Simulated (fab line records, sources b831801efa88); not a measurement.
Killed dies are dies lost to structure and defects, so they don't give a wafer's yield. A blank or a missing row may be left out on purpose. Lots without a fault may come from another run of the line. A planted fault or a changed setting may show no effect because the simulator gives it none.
A struck lot beside a sound one | flow sky130 | 17 steps out of a route of 708
Sound: wafers L494.2, L494.3, L494.4. Struck: wafers L507.1, L507.4, L507.5. The cause comes at the end.
At each step with rows: each side's tool, then ch and its chambers, then its first start. Under that, the readings that differ: sound wafers | struck wafers | difference of the means | sigmas: that difference in standard deviations of wafers without a fault.
alike: readings whose means differ by less than 2 such deviations, and words and numbers that are the same on both sides. not compared: withheld readings, readings that some wafer has no value for, bounds like >300 that may hide the same value, and numbers for which the record gives no deviation and whose values overlap.
The two part at a step that has a row with sigmas, a row that says differs or no value, or rows on one side only. Numbers that don't overlap but have no deviation are shown without sigmas and don't part them. A reading that every wafer of one side lacks parts them only if that side has two wafers or more.

SKY_VT_ADJUST_HVTR_OVL_MEAS_08:
  sound on overlay-01, day 9 18:44; struck on overlay-02, day 13 22:54
  alike: VT_ADJUST_HVTR_OVL
then, 1 step without rows for these wafers: SKY_VT_ADJUST_HVTR_IMPLANT_09.
SKY_VT_ADJUST_HVTR_STRIP_10: strips in O2/N2.
  sound on plasma_asher-01 ch 0,1, day 9 18:55; struck on plasma_asher-02 ch 0,1, day 13 23:05
  alike: chamber_pressure_mTorr, drypump_motor_current_A, n2_flow_sccm, oes_product_au, strip_time_to_endpoint_s
  not compared: rf_hours_counter_h
SKY_VT_ADJUST_HVTR_TW_MEAS_11:
  sound on film_metro-03, day 9 19:02; struck on film_metro-01, day 13 23:11
  alike: VT_ADJUST_HVTR_TW
then, 7 steps without rows for these wafers: SKY_VT_ADJUST_PCH_DEHYDRATE_00 (time 60 s); SKY_VT_ADJUST_PCH_HMDS_01 (prime time 60 s); SKY_VT_ADJUST_PCH_COAT_02 (resist thk 3000 nm); SKY_VT_ADJUST_PCH_SOFTBAKE_03; SKY_VT_ADJUST_PCH_EXPOSE_04 (exposes mask NWM, target cd 840 nm); SKY_VT_ADJUST_PCH_PEB_05; SKY_VT_ADJUST_PCH_DEVELOP_06 (develop time 60 s).
SKY_VT_ADJUST_PCH_OVL_MEAS_07:
  sound on overlay-01, day 10 16:59; struck on overlay-01, day 15 00:16
  alike: VT_ADJUST_PCH_OVL
SKY_VT_ADJUST_PCH_IMPLANT_08:
  sound on implanter-02 ch 0, day 10 17:02; struck on implanter-02 ch 0, day 15 00:18
  reading            | sound                     | struck                       | difference | sigmas
  dose_ions_cm2      | 5.005e+11 5.001e+11 5e+11 | 3.44e+11 3.437e+11 3.438e+11 | -1.56e+11  | -99 or more
  faraday_current_uA | 2.91 2.77 2.75            | 1.89 1.93 1.86               | -0.92      | -16
SKY_VT_ADJUST_PCH_STRIP_09: strips in O2/N2.
  sound on plasma_asher-02 ch 0,1, day 10 17:10; struck on plasma_asher-04 ch 0,1, day 15 00:27
  alike: chamber_pressure_mTorr, drypump_motor_current_A, n2_flow_sccm, oes_product_au, strip_time_to_endpoint_s
  not compared: rf_hours_counter_h
SKY_VT_ADJUST_PCH_TW_MEAS_10:
  sound on film_metro-04, day 10 17:17; struck on film_metro-04, day 15 00:33
  reading          | sound             | struck            | difference | sigmas
  VT_ADJUST_PCH_TW | 140.8 141.3 140.7 | 128.3 128.7 128.6 | -12.4      | -10
then, 1 step without rows for these wafers: SKY_SONOS_TUNNEL_DEHYDRATE_00 (time 60 s).
-- the record jumps here: 34 days lie between the struck wafers' starts before and after (it left off in module SONOS_TUNNEL and takes up again in module PAD_OPEN, whose first step shown is number 708 of the route) --
SKY_PAD_OPEN_PROBE_99:
  sound on prober-02, day 46 06:38; struck on prober-01, day 49 09:21
  reading                                   | sound                   | struck                  | difference | sigmas
  model.etest.pfet_01v8_lvt.drive_ua_um     | 173 174.7 174.6         | 169.2 170.6 171.9       | -3.5       |
  model.etest.pfet_g5v0d10v5.off_log10_a_um | -12.32 -12.54 -12       | -13.39 -13.31 -13.33    | -1.06      |
  model.etest.pfet_01v8_lvt.off_log10_a_um  | -8.826 -8.764 -8.885    | -9.891 -9.508 -9.627    | -0.850     |
  model.etest.pfet_g5v0d10v5.vt_sat_v (V)   | -0.6151 -0.6327 -0.5835 | -0.7434 -0.7405 -0.748  | -0.1335    |
  model.etest.pfet_16v.vt_v (V)             | -1.104 -1.095 -1.093    | -1.19 -1.187 -1.189     | -0.09      |
  model.etest.pfet_g5v0d10v5.vt_v (V)       | -0.8195 -0.8361 -0.7849 | -0.9238 -0.9203 -0.9276 | -0.1104    |
  model.etest.pfet_g5v0d10v5.vt_long_v (V)  | -0.9367 -0.935 -0.9225  | -1.014 -1.008 -1.008    | -0.079     |
  model.etest.pfet_01v8_lvt.vt_sat_v (V)    | -0.4439 -0.4311 -0.4338 | -0.5062 -0.5023 -0.5007 | -0.0668    |
  alike: killed_at_M0_to_M3, killed_at_M4_up, killed_at_contacts, killed_at_front_end, killed_at_other, killed_dies, killed_open, killed_short

WHERE THEY PART
First at SKY_VT_ADJUST_PCH_IMPLANT_08; last, within this record, at SKY_VT_ADJUST_PCH_TW_MEAS_10. Later steps at which nothing parts them and some readings are alike: SKY_PAD_OPEN_PROBE_99.

WHY: what the simulator had put in
Process parameter drift: implanter-02, from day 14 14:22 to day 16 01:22, at SKY_VT_ADJUST_PCH_IMPLANT_08. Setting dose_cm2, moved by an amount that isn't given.
